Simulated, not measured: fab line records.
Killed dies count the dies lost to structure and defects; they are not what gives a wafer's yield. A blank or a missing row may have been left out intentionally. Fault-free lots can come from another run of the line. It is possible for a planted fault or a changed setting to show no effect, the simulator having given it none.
fab line records + flow sky130
record:
- lots: 7
- wafers: 21
- last_day: 50
route steps=708 shown CAPM@550 METAL3@555
lots untouched by any fault: they come from a run of this same line in which no faults occurred
start_h: the number of hours between the record's first day and the start of the first shown wafer of the lot + wait_h: time in hours since the lot's previous step + " as in the row above + L1.1+2: a single row standing in for several wafers + - no value, or no start given + * or withheld: withheld + < > ~ a bound
route shown NAME@n: names a module that has steps shown in the file, with the first one's number in the route + usual: the fault-free wafers' mean and standard deviation + same: alike in all rows + chamber/n: place in a boat + sites: each site's reading + _std_site: their standard deviation + _edge_site: inner sites' mean taken away from outer sites' mean + radius_mm: how far each site lies from the wafer's centre + mask NAME#n: copy n + behind: the most recent tool/chamber to have shaped the wafer + hold: why the lot went on hold/how many hours it stayed there/how the hold came to an end + device: which transistor (n, p or np) failed to switch + end of line: tests of these same wafers at the route's end + where a step has no rows: the recipe by itself + killed: dies that structure and defects cost at the first sort, which is not the same as the wafer's yield + map: the dies of a wafer, with x for killed, . for not killed, _ for no die there
set.NAME: setting as actually run; set.NAME@STEP: the setting as run at that earlier step + model.NAME: the simulator's own value behind a step, which no gauge read
certain route steps with their lots: each step a table, each wafer a row
services: a tool's chamber out of use, with start hour (start_h, from the record's first day; less than 0 if before it), hours out, and reason
== steps ==
step: SKY_CAPM_METAL_ETCH_13
recipe:
- target_depth_nm: 220
- stop_on: SiO2
- chemistry: Cl2/BCl3
- target: TiN
- pressure_mtorr: 10
- icp_w: 900
- bias_w: 48.5
- Cl2_flow_sccm: 60
- bcl3_flow_sccm: 30
- time_s: 62.9
usual:
- drypump_motor_current_A: 5.60/0.28
- oes_product_au: 0.962/0.0069
- throttle_valve_pct: 21.889/0.0092
| lot.wafer | tool         | chamber | start_h | wait_h | drypump_motor_current_A | oes_product_au | rf_hours_counter_h | throttle_valve_pct |
|-----------|--------------|---------|---------|--------|-------------------------|----------------|--------------------|--------------------|
| L861.3    | rie_metal-02 | 0       | 889.60  | 0.0    | 5.28                    | 0.967          | -                  | 21.891             |
| L861.4    | "            | 1       | "       | "      | 5.60                    | 0.971          | -                  | 21.884             |
| L861.5    | "            | 1       | "       | "      | 5.58                    | 0.966          | -                  | 21.897             |
| L868.2    | rie_metal-01 | 0       | 946.11  | 0.0    | 5.48                    | 0.954          | 1                  | 21.898             |
| L868.5    | "            | 0       | "       | "      | 5.48                    | 0.954          | -                  | 21.890             |
| L868.6    | "            | 1       | "       | "      | 6.02                    | 0.956          | -                  | 21.910             |
| L867.2    | rie_metal-02 | 0       | 948.63  | 0.0    | 5.28                    | 0.966          | 9                  | 21.873             |
| L867.3    | "            | 1       | "       | "      | 5.59                    | 0.965          | -                  | 21.905             |
| L867.6    | "            | 1       | "       | "      | 5.61                    | 0.966          | -                  | 21.895             |
| L869.3    | rie_metal-03 | 1       | 957.83  | 0.0    | 5.92                    | 0.956          | -                  | 21.891             |
| L869.5    | "            | 0       | "       | "      | 5.26                    | 0.965          | -                  | 21.878             |
| L869.6    | "            | 1       | "       | "      | 5.90                    | 0.959          | -                  | 21.895             |
| L878.3    | rie_metal-02 | 1       | 1013.91 | 0.0    | 5.60                    | 0.958          | -                  | 21.889             |
| L878.5    | "            | 1       | "       | "      | 5.62                    | 0.964          | -                  | 21.890             |
| L878.6    | "            | 0       | "       | "      | 5.27                    | 0.951          | -                  | 21.887             |
| L879.3    | rie_metal-02 | 0       | 1018.75 | 0.0    | 5.30                    | 0.974          | -                  | 21.904             |
| L879.4    | "            | 1       | "       | "      | 5.63                    | 0.959          | -                  | 21.874             |
| L879.5    | "            | 0       | "       | "      | 5.29                    | 0.972          | -                  | 21.892             |
| L881.1    | rie_metal-02 | 0       | 1027.18 | 0.0    | 5.27                    | 0.949          | 13                 | 21.887             |
| L881.3    | "            | 0       | "       | "      | 5.27                    | 0.958          | -                  | 21.896             |
| L881.4    | "            | 1       | "       | "      | 5.62                    | 0.958          | -                  | 21.897             |
step: SKY_CAPM_STRIP_14
recipe:
- chemistry: O2/N2
- power_w: 1400
- pressure_mtorr: 1500
- platen_temp_c: withheld
- o2_flow_sccm: 3000
- n2_flow_sccm: 300
- overash_fraction: 0.5
usual:
- drypump_motor_current_A: 6.0/0.46
- oes_product_au: 0.710/0.004
- strip_time_to_endpoint_s: 12.66/0.05
| lot.wafer | tool            | chamber | start_h | wait_h | drypump_motor_current_A | oes_product_au | rf_hours_counter_h | strip_time_to_endpoint_s |
|-----------|-----------------|---------|---------|--------|-------------------------|----------------|--------------------|--------------------------|
| L861.3    | plasma_asher-03 | 1       | 889.69  | 0.1    | 5.3                     | 0.712          | -                  | 12.58                    |
| L861.4    | "               | 0       | "       | "      | 6.4                     | 0.713          | -                  | 12.64                    |
| L861.5    | "               | 1       | "       | "      | 5.3                     | 0.710          | -                  | 12.57                    |
| L868.2    | plasma_asher-01 | 1       | 946.19  | 0.1    | 5.9                     | 0.713          | 57                 | 12.66                    |
| L868.5    | "               | 0       | "       | "      | 5.8                     | 0.715          | -                  | 12.70                    |
| L868.6    | "               | 1       | "       | "      | 6.0                     | 0.699          | -                  | 12.68                    |
| L867.2    | plasma_asher-04 | 0       | 948.70  | 0.1    | 6.4                     | 0.700          | 18                 | 12.72                    |
| L867.3    | "               | 1       | "       | "      | 6.5                     | 0.707          | -                  | 12.70                    |
| L867.6    | "               | 1       | "       | "      | 6.5                     | 0.707          | -                  | 12.70                    |
| L869.3    | plasma_asher-04 | 0       | 957.92  | 0.1    | 6.4                     | 0.708          | -                  | 12.64                    |
| L869.5    | "               | 1       | "       | "      | 6.5                     | 0.714          | -                  | 12.71                    |
| L869.6    | "               | 0       | "       | "      | 6.5                     | 0.708          | -                  | 12.71                    |
| L878.3    | plasma_asher-01 | 1       | 1014.00 | 0.1    | 5.9                     | 0.706          | -                  | 12.66                    |
| L878.5    | "               | 1       | "       | "      | 5.9                     | 0.710          | -                  | 12.64                    |
| L878.6    | "               | 0       | "       | "      | 5.8                     | 0.709          | -                  | 12.67                    |
| L879.3    | plasma_asher-03 | 1       | 1018.84 | 0.1    | 5.3                     | 0.705          | -                  | 12.75                    |
| L879.4    | "               | 0       | "       | "      | 6.4                     | 0.708          | -                  | 12.75                    |
| L879.5    | "               | 0       | "       | "      | 6.4                     | 0.709          | -                  | 12.74                    |
| L881.1    | plasma_asher-03 | 1       | 1027.28 | 0.1    | 5.3                     | 0.714          | 124                | 12.60                    |
| L881.3    | "               | 1       | "       | "      | 5.3                     | 0.715          | -                  | 12.57                    |
| L881.4    | "               | 0       | "       | "      | 6.4                     | 0.717          | -                  | 12.60                    |
step: SKY_CAPM_STRIP_15
recipe:
- chemistry: post_etch_residue_remover
- time_s: 1200
- temp_c: 72.5
step: SKY_CAPM_CLEAN_16
recipe:
- chemistry: IPA
- time_s: 180
- temp_c: 25
step: SKY_CAPM_CLEAN_17
recipe:
- chemistry: O3/DIW
- dry: n2_spin
step: SKY_METAL3_DEHYDRATE_05
recipe:
- temp_c: 200
- time_s: 60
step: SKY_METAL3_HMDS_06
recipe:
- prime_time_s: 60
- prime_temp_c: 120
step: SKY_METAL3_COAT_07
recipe:
- resist: BARC
- temp_c: withheld
- time_s: withheld
- spin_rpm: 3000
- resist_thk_nm: 60
step: SKY_METAL3_COAT_08
recipe:
- resist: KrF-thick
- spin_rpm: 3000
- resist_thk_nm: 1140
step: SKY_METAL3_SOFTBAKE_09
recipe:
- temp_c: 100
- time_s: 90
- resist: KrF-thick
step: SKY_METAL3_EXPOSE_10
recipe:
- mask_id: MM3
- na: 0.68
- source_shape: annular
- sigma_inner: 0.4
- sigma_outer: 0.8
- target_cd_nm: 300
- dose_mj: 28
step: SKY_METAL3_PEB_11
recipe:
- peb_temp_c: withheld
- peb_time_s: withheld
- resist: KrF-thick
step: SKY_METAL3_DEVELOP_12
recipe:
- develop_time_s: 60
- resist: KrF-thick
- dev_temp_c: 21.9
usual:
- chill_plate_temp_C: 22.99/0.11
- develop_time_s: 60/0
| lot.wafer | tool           | chamber | start_h | wait_h | chill_plate_temp_C | develop_time_s | model.KrF-thick_of_METAL3_COAT_08.thk_nm |
|-----------|----------------|---------|---------|--------|--------------------|----------------|------------------------------------------|
| L861.3    | litho_track-01 | 0       | 915     | -      | 22.97              | 60             | 1130                                     |
| L861.4    | "              | 0       | "       | "      | 23.07              | 60             | 1131                                     |
| L861.5    | "              | 0       | "       | "      | 22.98              | 60             | 1132                                     |
| L868.2    | litho_track-02 | -       | 971     | -      | -                  | -              | 1144                                     |
| L868.5    | "              | -       | "       | "      | -                  | -              | 1144                                     |
| L868.6    | "              | -       | "       | "      | -                  | -              | 1146                                     |
| L867.2    | litho_track-01 | -       | 973     | -      | -                  | -              | 1137                                     |
| L867.3    | "              | -       | "       | "      | -                  | -              | 1136                                     |
| L867.6    | "              | -       | "       | "      | -                  | -              | 1137                                     |
| L869.3    | litho_track-01 | -       | 982     | -      | -                  | -              | 1138                                     |
| L869.5    | "              | -       | "       | "      | -                  | -              | 1141                                     |
| L869.6    | "              | -       | "       | "      | -                  | -              | 1132                                     |
| L878.3    | litho_track-04 | 0       | 1037    | -      | 23.21              | 60             | 1123                                     |
| L878.5    | "              | 0       | "       | "      | 23.28              | 60             | 1122                                     |
| L878.6    | "              | 0       | "       | "      | 23.11              | 60             | 1126                                     |
| L879.3    | litho_track-01 | 0       | 1041    | -      | 22.95              | 60             | 1122                                     |
| L879.4    | "              | 0       | "       | "      | 22.89              | 60             | 1127                                     |
| L879.5    | "              | 0       | "       | "      | 23.10              | 60             | 1123                                     |
| L881.1    | litho_track-01 | 0       | 1048    | -      | 23.04              | 60             | 1128                                     |
| L881.3    | "              | 0       | "       | "      | 23.00              | 60             | 1126                                     |
| L881.4    | "              | 0       | 1049    | -      | 23.07              | 60             | 1128                                     |
step: SKY_METAL3_CD_MEAS_13
recipe:
- target_cd_nm: 300
usual:
- cd_nm: 300.2/1.3
| lot.wafer | tool      | chamber | start_h | wait_h | cd_nm |
|-----------|-----------|---------|---------|--------|-------|
| L861.3    | cd_sem-01 | -       | 915.48  | -      | 301.0 |
| L861.4    | "         | -       | "       | "      | 298.9 |
| L861.5    | "         | -       | "       | "      | 299.0 |
| L868.2    | cd_sem-02 | -       | 971.43  | -      | -     |
| L868.5    | "         | -       | "       | "      | -     |
| L868.6    | "         | -       | "       | "      | -     |
| L867.2    | cd_sem-01 | -       | 973.31  | -      | -     |
| L867.3    | "         | -       | "       | "      | -     |
| L867.6    | "         | -       | "       | "      | -     |
| L869.3    | cd_sem-01 | -       | 982.43  | -      | -     |
| L869.5    | "         | -       | "       | "      | -     |
| L869.6    | "         | -       | "       | "      | -     |
| L878.3    | cd_sem-01 | -       | 1037.64 | -      | 299.4 |
| L878.5    | "         | -       | "       | "      | 298.7 |
| L878.6    | "         | -       | "       | "      | 299.8 |
| L879.3    | cd_sem-02 | -       | 1042.03 | -      | 300.7 |
| L879.4    | "         | -       | "       | "      | 301.3 |
| L879.5    | "         | -       | "       | "      | 302.0 |
| L881.1    | cd_sem-02 | -       | 1049.09 | -      | 299.5 |
| L881.3    | "         | -       | "       | "      | 299.2 |
| L881.4    | "         | -       | "       | "      | 298.6 |
== services ==
| tool            | chamber | start_h | hours | kind           |
|-----------------|---------|---------|-------|----------------|
| plasma_asher-04 | -       | 870.97  | 3.5   | repair         |
| rie_metal-01    | 0       | 902.91  | -     | clean          |
| rie_metal-01    | 0       | 902.91  | 15.1  | scheduled_down |
| rie_metal-01    | 0       | 902.91  | 15.1  | vent_cycle     |
| rie_metal-02    | 1       | 903.83  | 13.9  | repair         |
| plasma_asher-04 | -       | 920.69  | 20.8  | repair         |
| rie_metal-03    | -       | 941.99  | 1.4   | pm             |
| rie_metal-03    | -       | 951.21  | 4.3   | pm             |
| rie_metal-02    | 1       | 985.15  | 4.3   | repair         |
| plasma_asher-04 | -       | 995.83  | 14.6  | pm             |
| plasma_asher-04 | -       | 1026.18 | 3.5   | repair         |
| plasma_asher-01 | -       | 1040.34 | 2.0   | repair         |
== key ==
first_sign:
- step: SKY_METAL3_DEVELOP_12
- reading: tool_record
- direction: missing
effect none on later readings
model_effect:
- step: SKY_METAL3_DEVELOP_12
- value: KrF-thick_of_METAL3_COAT_08.thk_nm
- without: 1125
- struck: 1139
met_at SKY_METAL3_DEVELOP_12
struck_wafers L867.2,L867.3,L867.6,L868.2,L868.5,L868.6,L869.3,L869.5,L869.6
later_rows_left_out L867.2,L867.3,L867.6,L868.2,L868.5,L868.6,L869.3,L869.5,L869.6
sort_left_out L867.2,L867.3,L867.6,L868.2,L868.5,L868.6,L869.3,L869.5,L869.6
onset_between 915 971
fault:
- kind: skipped_step_whole
- tool: litho_track-01,litho_track-02
- chamber: -
- onset_h: 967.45
- steps: SKY_METAL3_DEVELOP_12
- scope: struck_lots_only
sort_left_out: the simulated sort isn't trusted on such a fault, so these wafers' sort isn't shown, and their yield isn't known
later_rows_left_out: the simulator's readings of these wafers behind a module that went badly wrong aren't trusted and aren't shown, but for the sort
